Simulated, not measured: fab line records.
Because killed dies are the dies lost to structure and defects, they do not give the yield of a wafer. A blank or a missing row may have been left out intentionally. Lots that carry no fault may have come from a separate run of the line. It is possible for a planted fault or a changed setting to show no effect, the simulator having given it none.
Chamber matching | flow sky130 | cmp-02 running SKY_LI_CONTACT_CMP_02: 4 sister chambers
The step polishes PSG. 4 wafers are shown with their chamber, then 9 later ones without.

## EACH WAFER AND ITS CHAMBER
wafer  | chamber | motorCurrentA (A)
L941.4 | 0       | 12.5
L943.1 | 3       | 10.6
L943.4 | 2       | 11.8
L943.5 | 1       | 13.2

## WAFERS MISSING THEIR CHAMBER
wafer  | motorCurrentA (A)
L945.1 | 13.2
L945.4 | 12.3
L945.5 | 11.1
L955.1 | 12.8
L955.2 | 11.4
L955.4 | 11.4
L956.3 | 13.7
L956.5 | 13.7
L956.6 | 11.8

## THE CHAMBER EACH PASSED THROUGH
wafer  | from the rows above          | in truth
L945.1 | can't be placed: 1 or 0      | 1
L945.4 | can't be placed: 0 or 2 or 1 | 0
L945.5 | can't be placed: 3 or 2      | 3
L955.1 | can't be placed: 0 or 1 or 2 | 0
L955.2 | can't be placed: 2 or 3 or 0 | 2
L955.4 | can't be placed: 2 or 3 or 0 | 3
L956.3 | can't be placed: 1 or 0      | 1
L956.5 | can't be placed: 1 or 0      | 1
L956.6 | can't be placed: 2 or 0      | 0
Correct placement for 0 of the 9. These rows do not allow placing 9 (true chamber among the candidates in 9). 0 placed wrongly.
How it was worked out, from the rows above alone: a wafer's distance from a chamber is the root of the sum, over the readings, of the square of ((its reading less the chamber's mean) divided by the reading's scatter). The wafer belongs to the nearest chamber; if the next one is less than 2 further off, it can't be placed. Each chamber's mean is taken over the wafers shown for it. The scatter (one wafer shown for each chamber): square how far every hidden wafer sits from the nearest shown wafer, average those squares and take the square root.
